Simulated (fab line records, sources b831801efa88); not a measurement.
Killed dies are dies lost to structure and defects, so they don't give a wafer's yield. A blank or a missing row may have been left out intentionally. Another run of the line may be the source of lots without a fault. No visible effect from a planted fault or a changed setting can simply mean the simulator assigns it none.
What tool caused it? | flow sky130 | Sampling: 6 lots, 18 wafers, 2 of 708 route steps

## WHAT THE GAUGES SHOWED, per wafer
SKY_CAP2M_THK_MEAS_04: measures by xrf.
lot  | measured     | on            | CAP2M_TIN_THK (nm)
L821 | day 40 11:51 | film_metro-03 | 198.6 204.8 199.5
L825 | day 41 19:41 | film_metro-02 | 205.0 202.2 204.3
L828 | day 42 13:09 | film_metro-04 | 201.2 201.8 198.5
L829 | day 42 23:35 | film_metro-02 | 201.5 203.8 203.4
L835 | day 44 04:50 | film_metro-02 | 203.2 206.1 208.1
L837 | day 44 19:45 | film_metro-02 | 200.1 200.3 199.4

## TOOL THAT RAN EACH LOT (tool first, then ch and the chambers of the sampled wafers, then the start)
lot  | SKY_PWDE_STRIP_09
L821 | plasma_asher-04 ch 0,1, day 4 16:45
L825 | plasma_asher-03 ch 0,1, day 5 14:36
L828 | plasma_asher-04 ch 0,1, day 6 05:09
L829 | plasma_asher-03 ch 0,1, day 6 06:28
L835 | plasma_asher-03 ch 0,1, day 7 09:50
L837 | plasma_asher-03 ch 0,1, day 8 00:13
- SKY_PWDE_STRIP_09: strips in O2/N2.

## THE ANSWER, worked out from the rows above alone
Rule: the usual values come from the lots themselves. Put in order of their means at a reading, lots are off if they are a third of the lots or fewer, leave a main group of 4 or more, and stand apart from it by a gap of 3 or more times the standard deviation of the main group's means; of several such gaps the widest counts. The tables above print the reading to a certain number of digits; a main group whose means all agree to those digits is not used. A lot without any number at a reading at which 4 lots or more have one is off too. The other lots that the step has rows for count as sound.
Nothing can be told from this: no lot is off at any reading shown.

## WHAT THE SIMULATOR PUT IN
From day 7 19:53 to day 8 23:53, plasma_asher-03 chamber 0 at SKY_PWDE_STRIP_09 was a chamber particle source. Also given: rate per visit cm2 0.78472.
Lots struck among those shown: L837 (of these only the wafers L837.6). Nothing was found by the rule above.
